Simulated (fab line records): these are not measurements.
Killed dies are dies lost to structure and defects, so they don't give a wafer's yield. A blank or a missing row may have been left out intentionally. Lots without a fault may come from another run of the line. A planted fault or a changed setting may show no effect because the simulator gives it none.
Chamber matching	flow sky130	SKY_VIA3_CMP_02 on cmp-02: 4 sister chambers
The step polishes SiO2. 4 wafers are shown with their chamber, then 6 later ones without.

EACH WAFER AND ITS CHAMBER
wafer	chamber	motor_current_A (A)
L818.5	2	15.3
L820.5	1	12.7
L822.5	3	9.9
L832.5	0	11.9

WAFERS WHOSE CHAMBER IS MISSING
wafer	motor_current_A (A)
L836.1	12.6
L836.5	11.5
L836.6	10.2
L839.2	12.1
L839.3	10.1
L839.6	11.5

WHICH CHAMBER EACH ONE RAN IN
wafer	from the rows above	in truth
L836.1	1	1
L836.5	0	0
L836.6	3	3
L839.2	can't be placed: 0 or 1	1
L839.3	3	3
L839.6	0	0
Correctly placed: 5 of 6. These rows do not allow placing 1 (true chamber among the candidates in 1). Placed wrongly: 0.
How it was worked out, from the rows above alone: a wafer's distance from a chamber is the root of the sum, over the readings, of the square of ((its reading less the chamber's mean) divided by the reading's scatter). The wafer belongs to the nearest chamber; if the next one is less than 2 further off, it can't be placed. A chamber's mean is the mean of its shown wafers. The scatter: root of mean squared gap, hidden wafer to nearest shown wafer, with one shown wafer a chamber.
